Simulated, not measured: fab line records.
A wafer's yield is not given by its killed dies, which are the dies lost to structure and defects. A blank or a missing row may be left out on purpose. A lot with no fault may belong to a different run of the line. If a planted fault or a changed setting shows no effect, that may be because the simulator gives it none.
A lot that was struck, set against a sound lot    flow sky130    15 steps out of a route of 708
Sound: these wafers, L849.2, L849.3, L849.6. Struck: wafers L845.1, L845.4 (left out: L845.3, a lot-mate that was not struck); the cause follows at the end.
Order at every step that has rows: each side's tool, ch and its chambers, its first start. Under that, the readings that differ: sound wafers    struck wafers    difference of the means    sigmas: that difference in standard deviations of wafers without a fault.
alike: readings whose means differ by less than 2 such deviations, and words and numbers that are the same on both sides. not compared: withheld readings, readings that some wafer has no value for, bounds like >300 that may hide the same value, and numbers for which the record gives no deviation and whose values overlap.
A row with sigmas, a row that says differs or no value, or rows on one side alone: a step with any of these is where the two part. Numbers that don't overlap but have no deviation are shown without sigmas and don't part them. A reading that every wafer of one side lacks parts them only if that side has two wafers or more.

first, 8 steps without rows for these wafers: SKY_METAL3_DEHYDRATE_05 (time 60 s); SKY_METAL3_HMDS_06 (prime time 60 s); SKY_METAL3_COAT_07 (resist thk 60 nm); SKY_METAL3_COAT_08 (resist thk 1140 nm); SKY_METAL3_SOFTBAKE_09 (time 90 s); SKY_METAL3_EXPOSE_10 (exposes mask MM3, target cd 300 nm); SKY_METAL3_PEB_11; SKY_METAL3_DEVELOP_12 (develop time 60 s).
SKY_METAL3_CD_MEAS_13: target cd 300 nm.
  sound on cdSem-02, day 43 12:31; struck on cdSem-01, day 42 14:47
  alike: cdNm
SKY_METAL3_OVL_MEAS_14:
  sound on overlay-01, day 43 12:37; struck on overlay-01, day 42 14:54
  alike: METAL3_OVL
SKY_METAL3_DESCUM_15: chemistry O2, time 8 s.
  sound on rieMetal-04 ch 0,1, day 43 12:39; struck on rieMetal-02 ch 1, day 42 14:56
  alike: drypumpMotorCurrentA, oesProductAu, rfFwdPowerW
  not compared: rfHoursCounterH
SKY_METAL3_ETCH_16: etches BARC in N2/H2, stops on SiO2, time 88.2 s, target depth 60 nm.
  sound on rieMetal-04 ch 0,1, day 43 12:41; struck on rieMetal-02 ch 1, day 42 14:58
  alike: drypumpMotorCurrentA, oesProductAu, rfFwdPowerW, throttleValvePct
  not compared: rfHoursCounterH
SKY_METAL3_ETCH_17: etches SiO2 in C4F8/O2/Ar, stops on TiN, time 3.9 s, target depth 15 nm.
  sound on rieDiel-02 ch 0, day 43 12:47; struck on rieDiel-01 ch 2,3, day 42 15:04
reading                                    sound              struck      difference  sigmas
model.TiN_of_METAL3_SPUTTER_04.thkNm (nm)  71.16 70.37 70.49  69.9 69.22  -1.1        
  alike: oesProductAu, rfFwdPowerW
SKY_METAL3_METAL_ETCH_18: etches the open film in Cl2/BCl3, stops on SiO2, target depth 845 nm, time 183.1 s.
  sound on rieMetal-02 ch 0,1, day 43 12:49; struck on rieMetal-03 ch 0,1, day 42 15:05
  alike: drypumpMotorCurrentA, oesProductAu, rfFwdPowerW, throttleValvePct
  not compared: rfHoursCounterH
SKY_PAD_OPEN_PROBE_99:
  sound wafers here have rows in the record (prober-02, day 49 23:24); struck ones have none

## WHERE THEY PART
Within this record, at SKY_PAD_OPEN_PROBE_99 only.

WHY: what the simulator had put in
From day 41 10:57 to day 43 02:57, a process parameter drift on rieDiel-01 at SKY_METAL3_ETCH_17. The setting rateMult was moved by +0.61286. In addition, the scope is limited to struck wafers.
